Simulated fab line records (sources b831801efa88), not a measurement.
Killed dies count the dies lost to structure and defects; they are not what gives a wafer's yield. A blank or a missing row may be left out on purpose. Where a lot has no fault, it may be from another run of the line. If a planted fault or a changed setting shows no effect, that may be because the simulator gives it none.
One fault through the eyes of 2 desks -- flow sky130 -- numbers are kept per desk, each desk with only its own; the story behind them comes last

FROM THE METROLOGY DESK
Lot by lot, what the gauges showed, no matter which tool ran the lot: averages of those sampled wafers that carry a number. The brackets show how far a lot's mean lies from the usual mean; more than 4 standard deviations puts the lot out of limits, marked OUT.
Columns: A = NWELL_TW at SKY_NWELL_TW_MEAS_15, usual 1823; B = NWELL_01_OVL at SKY_NWELL_OVL_MEAS_23, usual 0.0 nm
lot,first seen here,A,B
L389,day 5 02:03,1841,3.1
L390,day 5 06:27,1842,1.3
L396,day 6 16:57,1816,-0.3
L397,day 6 19:24,1809,1.4
L398,day 7 03:39,1843,1.3
L407,day 9 11:46,1817,0.7
This desk found nothing out of limits on any of the 6 lots.

TOOL OWNER'S DESK, implanter-01
SKY_NWELL_IMPLANT_24, tool's own readings: per-lot mean of the sampled wafers with a number, covering each lot this tool ran. The brackets show how far a lot's mean lies from the usual mean; more than 4 standard deviations puts the lot out of limits, marked OUT.
Columns: A = beam energy keV at SKY_NWELL_IMPLANT_24, usual 139.99
lot,first seen here,A
L389,day 5 19:26,139.96
L397,day 7 15:07,124.99 (-99 or more) OUT
L398,day 7 23:10,124.95 (-99 or more) OUT
Finding of this desk: L397, L398 out of limits; the first was L397 at day 7 15:07, on beam energy keV at SKY_NWELL_IMPLANT_24. L389 stayed within limits.

TAKEN TOGETHER
The tool owner's desk could have raised an alarm at day 7 15:07, on L397, L398.
At the metrology desk, nothing out of limits was observed.
The metrology desk has L397, L398 on record, within its limits.
All the named lots went through SKY_NWELL_IMPLANT_24 on implanter-01.

WHAT THE SIMULATOR HAD INSERTED
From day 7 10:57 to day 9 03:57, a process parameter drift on implanter-01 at SKY_NWELL_IMPLANT_24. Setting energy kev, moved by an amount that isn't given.
Shown lots that were struck: L397, L398.
Time in hours from fault onset to the first out-of-limits reading at each desk: the tool owner's desk, 4.
